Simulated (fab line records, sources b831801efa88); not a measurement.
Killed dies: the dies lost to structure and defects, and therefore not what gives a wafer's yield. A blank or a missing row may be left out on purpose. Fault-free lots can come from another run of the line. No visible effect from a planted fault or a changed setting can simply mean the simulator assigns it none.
The tool behind it: which one? :: flow gf180mcu :: Sampling: 11 lots, 33 wafers, 6 of 602 route steps

## WHAT THE GAUGES SHOWED, per wafer
GF_V2_RS_MEAS_24: uses a four-point probe to measure.
lot: L387
measured: day 20 16:31
on: film metro-03
V2_W_RS (ohm/sq): 0.325 0.326 0.325

lot: L389
measured: day 21 08:53
on: film metro-03
V2_W_RS (ohm/sq): 0.328 0.330 0.330

lot: L390
measured: day 21 19:57
on: film metro-02
V2_W_RS (ohm/sq): 0.323 0.325 0.319

lot: L392
measured: day 22 02:01
on: film metro-02
V2_W_RS (ohm/sq): 0.324 0.325 0.327

lot: L395
measured: day 23 08:17
on: film metro-04
V2_W_RS (ohm/sq): 0.325 0.339 0.341

lot: L396
measured: day 23 14:19
on: film metro-02
V2_W_RS (ohm/sq): 0.326 0.332 0.323

lot: L400
measured: day 25 03:40
on: film metro-02
V2_W_RS (ohm/sq): 0.323 0.581 0.319

lot: L407
measured: day 27 02:50
on: film metro-02
V2_W_RS (ohm/sq): 0.330 0.326 0.323

lot: L408
measured: day 27 13:49
on: film metro-03
V2_W_RS (ohm/sq): 0.331 0.331 0.334

lot: L409
measured: day 27 16:08
on: film metro-02
V2_W_RS (ohm/sq): 0.335 0.326 0.330

lot: L410
measured: day 27 23:03
on: film metro-04
V2_W_RS (ohm/sq): 0.328 0.318 0.326

GF_V2_THK_MEAS_25: measures by xrf.
lot: L387
measured: day 20 16:38
on: film metro-03
V2_W_THK (nm): 372 370 369

lot: L389
measured: day 21 08:58
on: film metro-03
V2_W_THK (nm): 367 363 361

lot: L390
measured: day 21 20:04
on: film metro-02
V2_W_THK (nm): 364 360 368

lot: L392
measured: day 22 02:08
on: film metro-02
V2_W_THK (nm): 364 360 360

lot: L395
measured: day 23 08:23
on: film metro-04
V2_W_THK (nm): 356 341 341

lot: L396
measured: day 23 14:25
on: film metro-02
V2_W_THK (nm): 357 350 358

lot: L400
measured: day 25 03:47
on: film metro-02
V2_W_THK (nm): 361 201 365

lot: L407
measured: day 27 02:57
on: film metro-02
V2_W_THK (nm): 352 357 361

lot: L408
measured: day 27 13:56
on: film metro-03
V2_W_THK (nm): 362 365 359

lot: L409
measured: day 27 16:16
on: film metro-02
V2_W_THK (nm): 347 355 350

lot: L410
measured: day 27 23:09
on: film metro-04
V2_W_THK (nm): 357 368 358

GF_V4_BOW_MEAS_05.
lot: L387
measured: day 23 20:02
on: film metro-02
V4_BOW (um): 133 142 153

lot: L389
measured: day 24 09:47
on: film metro-02
V4_BOW (um): 134 134 130

lot: L390
measured: day 24 20:31
on: film metro-03
V4_BOW (um): 125 126 141

lot: L392
measured: day 25 02:11
on: film metro-03
V4_BOW (um): 131 128 139

lot: L395
measured: day 26 05:15
on: film metro-04
V4_BOW (um): 126 137 132

lot: L396
measured: day 26 11:51
on: film metro-02
V4_BOW (um): 124 137 115

lot: L400
measured: day 28 00:05
on: film metro-02
V4_BOW (um): 148 120 131

lot: L407
measured: day 29 19:35
on: film metro-03
V4_BOW (um): 146 140 149

lot: L408
measured: day 30 05:28
on: film metro-04
V4_BOW (um): 134 145 145

lot: L409
measured: day 30 07:34
on: film metro-02
V4_BOW (um): 143 126 134

lot: L410
measured: day 30 13:44
on: film metro-03
V4_BOW (um): 140 142 146

## WHAT TOOL EACH LOT RAN ON (gives the tool, then ch and the chambers of the sampled wafers, and finally the start)
lot: L387
GF_V2_CVD_23: cvd w-01 ch 0,1, day 20 16:24
GF_V2_CMP_26: cmp-02 ch 0,3, day 20 16:44
GF_V4_CMP_04: cmp-02 ch 1,2, day 23 19:47

lot: L389
GF_V2_CVD_23: cvd w-01 ch 0,1, day 21 08:45
GF_V2_CMP_26: cmp-02 ch 0,1,2, day 21 09:09
GF_V4_CMP_04: cmp-02 ch 0,1,2, day 24 09:31

lot: L390
GF_V2_CVD_23: cvd w-01 ch 0,1, day 21 19:49
GF_V2_CMP_26: cmp-02 ch 0,1,3, day 21 20:10
GF_V4_CMP_04: cmp-02 ch 0,2, day 24 20:11

lot: L392
GF_V2_CVD_23: cvd w-01 ch 0,1, day 22 01:54
GF_V2_CMP_26: cmp-01 ch 1,2,3, day 22 02:12
GF_V4_CMP_04: cmp-02 ch 0,2,3, day 25 01:53

lot: L395
GF_V2_CVD_23: cvd w-02 ch 0,1, day 23 08:09
GF_V2_CMP_26: cmp-01 ch 0,1, day 23 08:26
GF_V4_CMP_04: cmp-01 ch 1,2, day 26 04:56

lot: L396
GF_V2_CVD_23: cvd w-01 ch 0,1, day 23 14:10
GF_V2_CMP_26: cmp-01 ch 0,1,3, day 23 14:29
GF_V4_CMP_04: cmp-02 ch 0,1,2, day 26 11:35

lot: L400
GF_V2_CVD_23: cvd w-01 ch 0,1, day 25 03:34
GF_V2_CMP_26: cmp-02 ch 0,2,3, day 25 03:51
GF_V4_CMP_04: cmp-01 ch 1,2,3, day 27 23:47

lot: L407
GF_V2_CVD_23: cvd w-02 ch 0,1, day 27 02:43
GF_V2_CMP_26: cmp-01 ch 0,2,3, day 27 03:10
GF_V4_CMP_04: cmp-02 ch 0,1,3, day 29 19:20

lot: L408
GF_V2_CVD_23: cvd w-02 ch 0, day 27 13:42
GF_V2_CMP_26: cmp-02 ch 1,2, day 27 13:59
GF_V4_CMP_04: cmp-02 ch 0,3, day 30 05:13

lot: L409
GF_V2_CVD_23: cvd w-02 ch 0,1, day 27 16:01
GF_V2_CMP_26: cmp-02 ch 0,1,2, day 27 16:19
GF_V4_CMP_04: cmp-01 ch 1,2,3, day 30 07:16

lot: L410
GF_V2_CVD_23: cvd w-02 ch 0,1, day 27 22:56
GF_V2_CMP_26: cmp-01 ch 1,2, day 27 23:11
GF_V4_CMP_04: cmp-01 ch 0,1,3, day 30 13:27
- GF_V2_CVD_23: deposits W, target thk 350 nm, time 104.94 s.
- GF_V2_CMP_26: polishes, stops on SiO2, t overpolish 15 s, target thk 0 nm.
- GF_V4_CMP_04: polishes SiO2.

## AS READ BY THE TOOLS THEMSELVES (means over the sampled wafers that have a number; for cases with no such wafer, the mark the record gives instead)
GF_V2_CVD_23.
lot: L387
tool: cvd w-01
heater power w (W): 823
susceptor temp C (C): 400.03

lot: L389
tool: cvd w-01
heater power w (W): 812
susceptor temp C (C): 400.28

lot: L390
tool: cvd w-01
heater power w (W): 825
susceptor temp C (C): 399.80

lot: L392
tool: cvd w-01
heater power w (W): 827
susceptor temp C (C): 399.82

lot: L395
tool: cvd w-02
heater power w (W): 796
susceptor temp C (C): 400.05

lot: L396
tool: cvd w-01
heater power w (W): 810
susceptor temp C (C): 400.09

lot: L400
tool: cvd w-01
heater power w (W): 822
susceptor temp C (C): 399.97

lot: L407
tool: cvd w-02
heater power w (W): 800
susceptor temp C (C): 400.05

lot: L408
tool: cvd w-02
heater power w (W): 794
susceptor temp C (C): 399.83

lot: L409
tool: cvd w-02
heater power w (W): 796
susceptor temp C (C): 400.31

lot: L410
tool: cvd w-02
heater power w (W): 817
susceptor temp C (C): 400.16

GF_V2_CMP_26.
lot: L387
tool: cmp-02
motor current A (A): 12.1
retaining ring pressure frac: 0.999
time to endpoint s (s): 90

lot: L389
tool: cmp-02
motor current A (A): 12.1
retaining ring pressure frac: 1.002
time to endpoint s (s): 87

lot: L390
tool: cmp-02
motor current A (A): 12.7
retaining ring pressure frac: 0.999
time to endpoint s (s): 88

lot: L392
tool: cmp-01
motor current A (A): 11.2
retaining ring pressure frac: 0.995
time to endpoint s (s): 84

lot: L395
tool: cmp-01
motor current A (A): 10.3
retaining ring pressure frac: 1.000
time to endpoint s (s): 79

lot: L396
tool: cmp-01
motor current A (A): 10.6
retaining ring pressure frac: 1.003
time to endpoint s (s): 84

lot: L400
tool: cmp-02
motor current A (A): 11.4
retaining ring pressure frac: 0.999
time to endpoint s (s): 78

lot: L407
tool: cmp-01
motor current A (A): 11.0
retaining ring pressure frac: 0.997
time to endpoint s (s): 86

lot: L408
tool: cmp-02
motor current A (A): 11.1
retaining ring pressure frac: 0.999
time to endpoint s (s): 86

lot: L409
tool: cmp-02
motor current A (A): 12.1
retaining ring pressure frac: 0.998
time to endpoint s (s): 89

lot: L410
tool: cmp-01
motor current A (A): 11.4
retaining ring pressure frac: 0.994
time to endpoint s (s): 90

GF_V4_CMP_04.
lot: L387
tool: cmp-02
motor current A (A): 12.3
retaining ring pressure frac: 1.000
time to endpoint s (s): 81

lot: L389
tool: cmp-02
motor current A (A): 13.0
retaining ring pressure frac: 1.001
time to endpoint s (s): 83

lot: L390
tool: cmp-02
motor current A (A): 11.9
retaining ring pressure frac: 1.000
time to endpoint s (s): 82

lot: L392
tool: cmp-02
motor current A (A): 12.9
retaining ring pressure frac: 1.001
time to endpoint s (s): 76

lot: L395
tool: cmp-01
motor current A (A): 12.5
retaining ring pressure frac: 1.006
time to endpoint s (s): 84

lot: L396
tool: cmp-02
motor current A (A): 13.2
retaining ring pressure frac: 0.998
time to endpoint s (s): 84

lot: L400
tool: cmp-01
motor current A (A): 12.2
retaining ring pressure frac: 0.996
time to endpoint s (s): 81

lot: L407
tool: cmp-02
motor current A (A): 13.1
retaining ring pressure frac: 0.999
time to endpoint s (s): 83

lot: L408
tool: cmp-02
motor current A (A): 13.6
retaining ring pressure frac: 0.996
time to endpoint s (s): 87

lot: L409
tool: cmp-01
motor current A (A): 11.6
retaining ring pressure frac: 0.998
time to endpoint s (s): 82

lot: L410
tool: cmp-01
motor current A (A): 11.3
retaining ring pressure frac: 1.000
time to endpoint s (s): 80

## THE ANSWER, worked out from the rows above alone
Rule: the lots themselves supply what counts as usual. Put in order of their means at a reading, lots are off if they are a third of the lots or fewer, leave a main group of 4 or more, and stand apart from it by a gap of 3 or more times the standard deviation of the main group's means; of several such gaps the widest counts. A main group whose means are all the same, to the digits that the tables above print for the reading, isn't used. Also off: a lot with no number at a reading for which 4 or more lots have one. Where the step has rows for the other lots, those lots are counted as sound. After the gauges, taken in route order, come the tools' own readings; for these a lot's mean is taken, as printed above. The first step at which some lot is off is used, and at that step the reading that is off furthest; a lot without a number counts as furthest.
Off: at GF_V2_RS_MEAS_24 (V2_W_RS), L400. For the main group the mean is 0.328 ohm/sq and the standard deviation 0.0037.
If a tool, at a process step before that reading, ran all the lots that are off and no sound lot after the first of them, it fits. Those tools and the gauges at GF_V2_RS_MEAS_24 are tried in the same way. One fits: cvd w-01 at GF_V2_CVD_23. Its last sound lot is L396 (day 23 14:10), its first lot that is off L400 (day 25 03:34): a fault that began between those two fits.

## WHAT THE SIMULATOR HAD INSERTED
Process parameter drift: cvd w-01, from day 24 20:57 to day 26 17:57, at GF_V2_CVD_23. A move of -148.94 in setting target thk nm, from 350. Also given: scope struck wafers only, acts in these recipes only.
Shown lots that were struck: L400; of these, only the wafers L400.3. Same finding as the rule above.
